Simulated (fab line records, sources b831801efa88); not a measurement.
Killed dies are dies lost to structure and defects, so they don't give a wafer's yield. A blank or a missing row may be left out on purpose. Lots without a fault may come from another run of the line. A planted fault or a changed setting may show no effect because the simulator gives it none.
Which tool did it? | flow sfq_line | 15 lots, 45 wafers sampled, at 4 steps of a route of 325

WHAT THE GAUGES READ, wafer by wafer
SFQ_INCOMING_BOW_MEAS_900.
lot  | measured    | on            | INCOMING_BOW (um)
L109 | day 1 10:00 | film_metro-01 | -11 3 -4
L112 | day 2 01:01 | film_metro-01 | -9 -3 2
L113 | day 2 06:01 | film_metro-03 | -1 3 -6
L114 | day 2 11:00 | film_metro-01 | 3 6 0
L115 | day 2 16:00 | film_metro-01 | 8 -2 7
L116 | day 2 21:00 | film_metro-01 | -3 -5 -6
L118 | day 3 07:02 | film_metro-03 | 8 -1 -8
L119 | day 3 12:00 | film_metro-03 | 2 2 -8
L123 | day 4 08:00 | film_metro-04 | 0 -6 3
L125 | day 4 18:00 | film_metro-01 | 12 -9 5
L126 | day 4 23:00 | film_metro-03 | 7 8 -16
L127 | day 5 04:02 | film_metro-01 | 11 8 -11
L128 | day 5 09:02 | film_metro-04 | -4 5 7
L129 | day 5 14:02 | film_metro-03 | -3 -4 -6
L131 | day 6 00:00 | film_metro-03 | -1 0 -7

SFQ_I0_OVL_MEAS_908.
lot  | measured     | on         | I0_OVL (nm)
L109 | day 17 16:22 | overlay-01 | -2 -5 -6
L112 | day 19 00:54 | overlay-02 | 0 -1 4
L113 | day 19 18:27 | overlay-01 | -6 -4 -1
L114 | day 20 06:27 | overlay-01 | -4 -1 -6
L115 | day 21 06:27 | overlay-01 | -10 -11 -8
L116 | day 21 14:51 | overlay-02 | -5 -6 1
L118 | day 22 11:16 | overlay-01 | -4 -6 2
L119 | day 23 00:27 | overlay-01 | -6 -7 -8
L123 | day 24 05:22 | overlay-01 | 5 5 5
L125 | day 25 06:49 | overlay-02 | 1 -9 -2
L126 | day 25 10:25 | overlay-01 | 1 0 2
L127 | day 25 18:50 | overlay-01 | 0 1 -1
L128 | day 25 22:26 | overlay-02 | -2 2 -2
L129 | day 26 03:32 | overlay-01 | -3 -3 -1
L131 | day 27 05:35 | overlay-02 | 1 -4 -5

SFQ_M1_RS_MEAS_909: measures by four-point-probe.
lot  | measured     | on            | M1_NB_RS (ohm/sq)
L109 | day 17 17:28 | film_metro-03 | 0.870 0.888 0.875
L112 | day 19 02:38 | film_metro-03 | 0.876 0.872 0.881
L113 | day 19 19:49 | film_metro-01 | 0.442 0.445 0.446
L114 | day 20 07:32 | film_metro-03 | 0.878 0.890 0.896
L115 | day 21 07:32 | film_metro-03 | 0.880 0.897 0.898
L116 | day 21 15:57 | film_metro-01 | 0.893 0.887 0.891
L118 | day 22 12:48 | film_metro-01 | 0.437 0.440 0.440
L119 | day 23 02:10 | film_metro-04 | 0.447 0.441 0.443
L123 | day 24 06:40 | film_metro-03 | 0.907 0.899 0.908
L125 | day 25 08:31 | film_metro-01 | 0.887 0.891 0.882
L126 | day 25 12:07 | film_metro-04 | 0.879 0.881 0.891
L127 | day 25 19:57 | film_metro-01 | 0.900 0.905 0.899
L128 | day 25 23:33 | film_metro-03 | 0.896 0.885 0.902
L129 | day 26 04:38 | film_metro-03 | 0.902 0.903 0.900
L131 | day 27 06:41 | film_metro-03 | 0.866 0.871 0.870

WHICH TOOL RAN EACH LOT (tool, then ch and the chambers of the sampled wafers, then the start)
lot  | SFQ_TRILAYER_M1_DEP_SPUTTER_037
L109 | pvd_sputter-03, day 17 17:22
L112 | pvd_sputter-03, day 19 02:30
L113 | pvd_sputter-06, day 19 19:26
L114 | pvd_sputter-03, day 20 07:26
L115 | pvd_sputter-03, day 21 07:26
L116 | pvd_sputter-06, day 21 15:52
L118 | pvd_sputter-06, day 22 12:25
L119 | pvd_sputter-04, day 23 01:49
L123 | pvd_sputter-03, day 24 06:34
L125 | pvd_sputter-04, day 25 08:25
L126 | pvd_sputter-03, day 25 12:01
L127 | pvd_sputter-04, day 25 19:49
L128 | pvd_sputter-03, day 25 23:25
L129 | pvd_sputter-04, day 26 04:31
L131 | pvd_sputter-06, day 27 06:35
- SFQ_TRILAYER_M1_DEP_SPUTTER_037: material Nb, target thk 200 nm, time 133.3 s.

WHAT THE TOOLS THEMSELVES READ (means of the sampled wafers that have a number; where no wafer has one, the mark that the record gives instead)
SFQ_TRILAYER_M1_DEP_SPUTTER_037.
lot  | tool           | throttle_valve_pct (%)
L109 | pvd_sputter-03 | 30.3
L112 | pvd_sputter-03 | 30.4
L113 | pvd_sputter-06 | 30.4
L114 | pvd_sputter-03 | 30.6
L115 | pvd_sputter-03 | 30.2
L116 | pvd_sputter-06 | 29.7
L118 | pvd_sputter-06 | 30.9
L119 | pvd_sputter-04 | 28.8
L123 | pvd_sputter-03 | 30.4
L125 | pvd_sputter-04 | 29.4
L126 | pvd_sputter-03 | 30.3
L127 | pvd_sputter-04 | 29.6
L128 | pvd_sputter-03 | 30.2
L129 | pvd_sputter-04 | 29.6
L131 | pvd_sputter-06 | 30.9

THE ANSWER, worked out from the rows above alone
Rule: what is usual is taken from the lots themselves. Put in order of their means at a reading, lots are off if they are a third of the lots or fewer, leave a main group of 4 or more, and stand apart from it by a gap of 3 or more times the standard deviation of the main group's means; of several such gaps the widest counts. A main group whose means are all the same, to the digits that the tables above print for the reading, isn't used. A lot without any number at a reading at which 4 lots or more have one is off too. The other lots that the step has rows for count as sound. The gauges are gone through in route order, then the tools' own readings, and for those a lot's mean is taken as printed above. The first step at which some lot is off is used, and at that step the reading that is off furthest; a lot without a number counts as furthest.
Off: L113, L118, L119, at SFQ_M1_RS_MEAS_909 (M1_NB_RS). The main group: mean 0.889 ohm/sq, standard deviation 0.01.
A tool fits if, at a process step before that reading, it ran every lot that is off, and no sound lot after the first of them. The gauges at SFQ_M1_RS_MEAS_909 are tried like those tools. None of those tried fits.

WHAT THE SIMULATOR HAD PUT IN
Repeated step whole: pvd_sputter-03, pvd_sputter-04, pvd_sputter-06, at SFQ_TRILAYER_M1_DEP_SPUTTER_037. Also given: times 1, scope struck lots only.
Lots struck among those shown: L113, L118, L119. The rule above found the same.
